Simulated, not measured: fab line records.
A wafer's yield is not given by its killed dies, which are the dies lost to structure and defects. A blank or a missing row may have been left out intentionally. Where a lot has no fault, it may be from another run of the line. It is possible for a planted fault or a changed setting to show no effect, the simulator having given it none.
Which tool did it? / flow gf180mcu / 7 lots (21 wafers sampled), 1 step of a 602-step route

WHAT EACH GAUGE READ, for each wafer
GF_STI_THK_MEAS_22.
lot=L270; measured=day 2 09:07; on=film metro-04; STI_OXIDATION_01_THK (nm)=14.90 14.72 14.82
lot=L273; measured=day 2 23:50; on=film metro-01; STI_OXIDATION_01_THK (nm)=15.00 14.99 14.96
lot=L277; measured=day 3 20:14; on=film metro-04; STI_OXIDATION_01_THK (nm)=14.63 14.66 14.71
lot=L283; measured=day 5 05:07; on=film metro-01; STI_OXIDATION_01_THK (nm)=14.86 15.06 15.29
lot=L287; measured=day 6 00:17; on=film metro-04; STI_OXIDATION_01_THK (nm)=15.23 15.39 15.29
lot=L290; measured=day 6 16:08; on=film metro-01; STI_OXIDATION_01_THK (nm)=15.25 15.49 15.14
lot=L292; measured=day 7 02:53; on=film metro-04; STI_OXIDATION_01_THK (nm)=15.02 14.99 14.88

WHICH TOOL RAN EACH LOT (tool, then ch and the chambers of the sampled wafers, then the start)
Record: no process step prior to these readings.

THE ANSWER, worked out from the rows above alone
Rule: the lots themselves supply what counts as usual. Put in order of their means at a reading, lots are off if they are a third of the lots or fewer, leave a main group of 4 or more, and stand apart from it by a gap of 3 or more times the standard deviation of the main group's means; of several such gaps the widest counts. A main group is skipped when, at the precision printed for the reading in the tables above, its means are all equal. Also off: a lot with no number at a reading for which 4 or more lots have one. Any other lot the step has rows for is counted as sound.
No lot is off at any reading shown: from this, nothing can be told.

WHAT THE SIMULATOR PUT IN
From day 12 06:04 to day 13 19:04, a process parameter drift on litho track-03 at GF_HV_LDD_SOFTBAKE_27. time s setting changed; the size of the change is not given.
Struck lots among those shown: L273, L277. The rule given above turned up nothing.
